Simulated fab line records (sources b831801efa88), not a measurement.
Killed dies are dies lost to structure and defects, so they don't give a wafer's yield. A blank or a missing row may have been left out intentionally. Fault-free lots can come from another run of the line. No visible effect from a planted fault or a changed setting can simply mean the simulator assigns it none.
Tool commonality check / flow gf180mcu / 13 lots and 45 wafers in the sample

REASON FOR OPENING
2 of 13 lots carry a flag on the reading DUAL_GATE_OXIDATION_00_THK at GF_DUAL_GATE_THK_MEAS_03. No-fault wafers: 10.98 nm, standard deviation 0.22.
Rule: a lot is flagged in two cases, either no wafer of it has a number, or all its wafers with numbers fall more than 4 standard deviations from that mean. The rest of the lots are taken to be sound.

lot=L124; measured=day 7 15:43; on=film metro-01; DUAL_GATE_OXIDATION_00_THK (nm), wafer by wafer=10.93 10.86 11.04; flag=
lot=L126; measured=day 8 01:24; on=film metro-01; DUAL_GATE_OXIDATION_00_THK (nm), wafer by wafer=10.84 10.95 10.98; flag=
lot=L127; measured=day 8 09:41; on=film metro-03; DUAL_GATE_OXIDATION_00_THK (nm), wafer by wafer=10.65 10.55 10.70; flag=
lot=L129; measured=day 9 00:58; on=film metro-01; DUAL_GATE_OXIDATION_00_THK (nm), wafer by wafer=10.62 10.85 10.65; flag=
lot=L130; measured=day 9 06:09; on=film metro-03; DUAL_GATE_OXIDATION_00_THK (nm), wafer by wafer=11.39 11.38 11.19; flag=
lot=L132; measured=day 9 21:18; on=film metro-03; DUAL_GATE_OXIDATION_00_THK (nm), wafer by wafer=11.22 11.15 11.23; flag=
lot=L133; measured=day 10 03:13; on=film metro-02; DUAL_GATE_OXIDATION_00_THK (nm), wafer by wafer=11.06 11.22 10.98; flag=
lot=L141; measured=day 12 09:29; on=film metro-01; DUAL_GATE_OXIDATION_00_THK (nm), wafer by wafer=12.55 12.56 12.77 12.58 12.54 12.75; flag=FLAGGED
lot=L142; measured=day 12 14:34; on=film metro-03; DUAL_GATE_OXIDATION_00_THK (nm), wafer by wafer=12.37 12.44 12.56 12.47 12.47 12.58; flag=FLAGGED
lot=L144; measured=day 13 05:01; on=film metro-03; DUAL_GATE_OXIDATION_00_THK (nm), wafer by wafer=10.85 10.98 11.04; flag=
lot=L145; measured=day 13 12:31; on=film metro-03; DUAL_GATE_OXIDATION_00_THK (nm), wafer by wafer=10.71 10.54 10.64; flag=
lot=L146; measured=day 13 20:04; on=film metro-03; DUAL_GATE_OXIDATION_00_THK (nm), wafer by wafer=10.78 10.93 10.77; flag=
lot=L147; measured=day 14 05:56; on=film metro-03; DUAL_GATE_OXIDATION_00_THK (nm), wafer by wafer=10.78 10.91 10.97; flag=
On average the flagged lots' numbers are 12.55 nm, which is +1.57 nm against the usual, or +7 standard deviations.

EACH LOT AND THE TOOL IT RAN ON
The record holds 1 process step before the reading, out of a route of 602 steps. In each cell: the tool, then ch and the chambers that the sampled wafers went through, then the start.
lot=L124; flag=; GF_DUAL_GATE_OXIDATION_02=furnace-01 ch 0, day 7 14:16
lot=L126; flag=; GF_DUAL_GATE_OXIDATION_02=furnace-02 ch 0, day 7 23:58
lot=L127; flag=; GF_DUAL_GATE_OXIDATION_02=furnace-01 ch 0, day 8 08:14
lot=L129; flag=; GF_DUAL_GATE_OXIDATION_02=furnace-01 ch 0, day 8 23:30
lot=L130; flag=; GF_DUAL_GATE_OXIDATION_02=furnace-02 ch 0, day 9 04:42
lot=L132; flag=; GF_DUAL_GATE_OXIDATION_02=furnace-02 ch 0, day 9 19:52
lot=L133; flag=; GF_DUAL_GATE_OXIDATION_02=furnace-02 ch 0, day 10 01:46
lot=L141; flag=FLAGGED; GF_DUAL_GATE_OXIDATION_02=furnace-02 ch 0, day 12 08:03
lot=L142; flag=FLAGGED; GF_DUAL_GATE_OXIDATION_02=furnace-02 ch 0, day 12 13:06
lot=L144; flag=; GF_DUAL_GATE_OXIDATION_02=furnace-01 ch 0, day 13 03:34
lot=L145; flag=; GF_DUAL_GATE_OXIDATION_02=furnace-01 ch 0, day 13 11:03
lot=L146; flag=; GF_DUAL_GATE_OXIDATION_02=furnace-01 ch 0, day 13 18:37
lot=L147; flag=; GF_DUAL_GATE_OXIDATION_02=furnace-01 ch 0, day 14 04:29
These steps, and what they do:
- GF_DUAL_GATE_OXIDATION_02: stabilise 600 s, purge 300 s, target thk 10.887 nm.
- GF_DUAL_GATE_THK_MEAS_03

FLAGGED AGAINST TOTAL, ONE TOOL AT A TIME (gauges that did the reading follow at the end)
step=GF_DUAL_GATE_OXIDATION_02; tool=furnace-01; lots run=7; flagged=0; share of the flagged lots=none; sound lots run after its first flagged lot=-
step=GF_DUAL_GATE_OXIDATION_02; tool=furnace-02; lots run=6; flagged=2; share of the flagged lots=all; sound lots run after its first flagged lot=0
step=GF_DUAL_GATE_THK_MEAS_03; tool=film metro-01; lots run=4; flagged=1; share of the flagged lots=some; sound lots run after its first flagged lot=0
step=GF_DUAL_GATE_THK_MEAS_03; tool=film metro-02; lots run=1; flagged=0; share of the flagged lots=none; sound lots run after its first flagged lot=-
step=GF_DUAL_GATE_THK_MEAS_03; tool=film metro-03; lots run=8; flagged=1; share of the flagged lots=some; sound lots run after its first flagged lot=4 (L144,L145,L146,L147)

WHAT IS ALLOWED BY THE TABLE
Rows of the table that ran each flagged lot: 1, that is furnace-02 at GF_DUAL_GATE_OXIDATION_02.
- furnace-02 at GF_DUAL_GATE_OXIDATION_02 ran 6 lots, 2 of them flagged. Last sound lot L133 at day 10 01:46, first flagged lot L141 at day 12 08:03; a fault beginning in between fits.
What remains is a single tool, furnace-02 at GF_DUAL_GATE_OXIDATION_02.

WHAT THE SIMULATOR HAD PUT IN
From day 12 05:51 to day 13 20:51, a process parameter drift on furnace-02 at GF_DUAL_GATE_OXIDATION_02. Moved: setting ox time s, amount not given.
Struck lots among those shown: L141, L142. This agrees with what the rule above found.
